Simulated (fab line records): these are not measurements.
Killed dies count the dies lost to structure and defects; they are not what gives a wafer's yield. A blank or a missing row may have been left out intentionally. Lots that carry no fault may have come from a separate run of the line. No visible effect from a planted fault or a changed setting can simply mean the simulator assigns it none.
What tool caused it? || flow sky130 || 14 lots, 40 wafers sampled, at 2 steps of a route of 708

== WHAT THE GAUGES READ, wafer by wafer ==
SKY_METAL1_CD_MEAS_15: the cd target is 140 nm. Usual: cd nm 139.2 nm, standard deviation 1.7.
{"lot": "L118", "measured": "day 33 13:08", "on": "cd sem-02", "cd nm (nm)": "137.7 137.2 139.0", "flag": ""}
{"lot": "L119", "measured": "day 33 17:08", "on": "cd sem-01", "cd nm (nm)": "142.3 142.1 142.0", "flag": ""}
{"lot": "L121", "measured": "day 33 21:07", "on": "cd sem-02", "cd nm (nm)": "140.3 138.6 139.9", "flag": ""}
{"lot": "L127", "measured": "day 36 02:21", "on": "cd sem-01", "cd nm (nm)": "140.9 91.5 141.4 91.7", "flag": "OFF"}
{"lot": "L128", "measured": "day 36 13:58", "on": "cd sem-02", "cd nm (nm)": "138.1 84.8 138.2 84.6", "flag": "OFF"}
{"lot": "L132", "measured": "day 37 12:44", "on": "cd sem-02", "cd nm (nm)": "141.5 141.3 141.3", "flag": ""}
{"lot": "L133", "measured": "day 38 01:40", "on": "cd sem-02", "cd nm (nm)": "138.4 139.4 139.8", "flag": ""}
{"lot": "L135", "measured": "day 38 08:40", "on": "cd sem-01", "cd nm (nm)": "140.4 139.7 139.2", "flag": ""}
{"lot": "L136", "measured": "day 38 12:19", "on": "cd sem-01", "cd nm (nm)": "136.7 138.3 136.4", "flag": ""}
{"lot": "L137", "measured": "day 38 20:14", "on": "cd sem-01", "cd nm (nm)": "141.0 139.9 140.3", "flag": ""}
{"lot": "L138", "measured": "day 39 02:41", "on": "cd sem-01", "cd nm (nm)": "140.9 139.5 139.5", "flag": ""}
{"lot": "L139", "measured": "day 39 08:31", "on": "cd sem-02", "cd nm (nm)": "139.8 139.1 140.3", "flag": ""}
{"lot": "L141", "measured": "day 39 14:05", "on": "cd sem-02", "cd nm (nm)": "139.2 138.5 138.1", "flag": ""}
{"lot": "L140", "measured": "day 39 16:04", "on": "cd sem-01", "cd nm (nm)": "137.9 139.0 136.9", "flag": ""}

== EACH LOT AND THE TOOL THAT RAN IT (in order: tool; ch and the chambers of the sampled wafers; start) ==
{"lot": "L118", "SKY_METAL1_EXPOSE_12": "krf scanner-01 ch 0, day 33 00:40"}
{"lot": "L119", "SKY_METAL1_EXPOSE_12": "krf scanner-01 ch 0, day 33 04:01"}
{"lot": "L121", "SKY_METAL1_EXPOSE_12": "krf scanner-02 ch 0, day 33 07:55"}
{"lot": "L127", "SKY_METAL1_EXPOSE_12": "krf scanner-01 ch 0, day 35 13:48"}
{"lot": "L128", "SKY_METAL1_EXPOSE_12": "krf scanner-01 ch 0, day 36 01:03"}
{"lot": "L132", "SKY_METAL1_EXPOSE_12": "krf scanner-02 ch 0, day 36 23:33"}
{"lot": "L133", "SKY_METAL1_EXPOSE_12": "krf scanner-02 ch 0, day 37 13:50"}
{"lot": "L135", "SKY_METAL1_EXPOSE_12": "krf scanner-02 ch 0, day 37 20:28"}
{"lot": "L136", "SKY_METAL1_EXPOSE_12": "krf scanner-02 ch 0, day 38 00:40"}
{"lot": "L137", "SKY_METAL1_EXPOSE_12": "krf scanner-02 ch 0, day 38 07:17"}
{"lot": "L138", "SKY_METAL1_EXPOSE_12": "krf scanner-02 ch 0, day 38 14:16"}
{"lot": "L139", "SKY_METAL1_EXPOSE_12": "krf scanner-02 ch 0, day 38 21:08"}
{"lot": "L141", "SKY_METAL1_EXPOSE_12": "krf scanner-01 ch 0, day 39 02:22"}
{"lot": "L140", "SKY_METAL1_EXPOSE_12": "krf scanner-01 ch 0, day 39 04:22"}
- SKY_METAL1_EXPOSE_12: exposes mask MM1, target cd 140 nm.

== AS READ BY THE TOOLS THEMSELVES (means over the sampled wafers that have a number; for cases with no such wafer, the mark the record gives instead) ==
SKY_METAL1_EXPOSE_12. Usual: stage vel mm s 500.02 mm/s, standard deviation 0.25.
{"lot": "L118", "tool": "krf scanner-01", "stage vel mm s (mm/s)": 500.10, "flag": ""}
{"lot": "L119", "tool": "krf scanner-01", "stage vel mm s (mm/s)": 500.02, "flag": ""}
{"lot": "L121", "tool": "krf scanner-02", "stage vel mm s (mm/s)": 500.02, "flag": ""}
{"lot": "L127", "tool": "krf scanner-01", "stage vel mm s (mm/s)": 500.35, "flag": ""}
{"lot": "L128", "tool": "krf scanner-01", "stage vel mm s (mm/s)": 500.14, "flag": ""}
{"lot": "L132", "tool": "krf scanner-02", "stage vel mm s (mm/s)": 500.11, "flag": ""}
{"lot": "L133", "tool": "krf scanner-02", "stage vel mm s (mm/s)": 500.21, "flag": ""}
{"lot": "L135", "tool": "krf scanner-02", "stage vel mm s (mm/s)": 500.26, "flag": ""}
{"lot": "L136", "tool": "krf scanner-02", "stage vel mm s (mm/s)": 499.67, "flag": ""}
{"lot": "L137", "tool": "krf scanner-02", "stage vel mm s (mm/s)": 499.81, "flag": ""}
{"lot": "L138", "tool": "krf scanner-02", "stage vel mm s (mm/s)": 500.10, "flag": ""}
{"lot": "L139", "tool": "krf scanner-02", "stage vel mm s (mm/s)": 499.88, "flag": ""}
{"lot": "L141", "tool": "krf scanner-01", "stage vel mm s (mm/s)": 499.83, "flag": ""}
{"lot": "L140", "tool": "krf scanner-01", "stage vel mm s (mm/s)": 500.20, "flag": ""}

== THE ANSWER, worked out from the rows above alone ==
Rule: a lot counts as off when the mean over its wafers that have a number is more than 3 standard deviations away from the usual mean. A lot without any number at a reading at which 4 lots or more have one is off too. All remaining lots with rows at the step are treated as sound. First the gauges in route order, then the tools' own readings, where a lot's mean is used as printed above. At the first step where some lot is off, the reading lying furthest off is the one used; lots without a number count as furthest.
Off: L127, L128, at SKY_METAL1_CD_MEAS_15 (cd nm).
If a tool, at a process step before that reading, ran all the lots that are off and no sound lot after the first of them, it fits. Those tools and the gauges at SKY_METAL1_CD_MEAS_15 are tried in the same way. Of those tried, none fits.

== WHAT HAD BEEN PUT IN BY THE SIMULATOR ==
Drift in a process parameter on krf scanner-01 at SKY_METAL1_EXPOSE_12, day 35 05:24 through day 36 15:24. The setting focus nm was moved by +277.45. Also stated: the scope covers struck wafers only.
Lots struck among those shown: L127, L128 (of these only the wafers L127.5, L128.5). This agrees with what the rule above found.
